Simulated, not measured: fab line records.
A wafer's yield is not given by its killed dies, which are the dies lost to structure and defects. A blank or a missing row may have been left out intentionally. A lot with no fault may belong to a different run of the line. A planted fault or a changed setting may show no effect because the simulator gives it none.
Matching of chambers | flow sky130 | hdpcvd-02 running SKY_LI_CONTACT_HDPCVD_00: 3 sister chambers
The step deposits PSG, target thk 930 nm, time 155 s. 6 wafers are shown with their chamber, then 8 later ones without.

## WAFERS PAIRED WITH THEIR CHAMBERS
wafer  | chamber | sih4 flow sccm (sccm)
L859.4 | 1       | 59.86
L864.5 | 0       | 60.53
L868.1 | 1       | 60.00
L868.2 | 0       | 59.96
L868.3 | 2       | 60.18
L869.2 | 2       | 59.97

## WAFERS WITHOUT THEIR CHAMBER
wafer  | sih4 flow sccm (sccm)
L869.4 | 60.20
L869.6 | 59.82
L870.1 | 59.71
L870.3 | 59.87
L870.6 | 60.18
L872.3 | 60.03
L872.4 | 59.94
L872.6 | 59.92

## WHICH CHAMBER EACH WENT THROUGH
wafer  | from the rows above          | in truth
L869.4 | can't be placed: 0 or 2 or 1 | 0
L869.6 | can't be placed: 1 or 2 or 0 | 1
L870.1 | can't be placed: 1 or 2 or 0 | 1
L870.3 | can't be placed: 1 or 2 or 0 | 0
L870.6 | can't be placed: 0 or 2 or 1 | 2
L872.3 | can't be placed: 2 or 1 or 0 | 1
L872.4 | can't be placed: 1 or 2 or 0 | 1
L872.6 | can't be placed: 1 or 2 or 0 | 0
Placed correctly: 0 of 8. Can't be placed from these rows: 8 (the true chamber is among the candidates in 8). Placed wrongly: 0.
How it was worked out, from the rows above alone: a wafer's distance from a chamber is the root of the sum, over the readings, of the square of ((its reading less the chamber's mean) divided by the reading's scatter). If the next closest chamber is less than 2 further off than the closest, the wafer can't be placed; otherwise it belongs to the closest. The mean given for a chamber averages the wafers shown for that chamber. How the scatter is found: for the shown wafers, subtract from each reading the mean of its chamber, square and add these, divide the total by (wafers less chambers), then take the root.
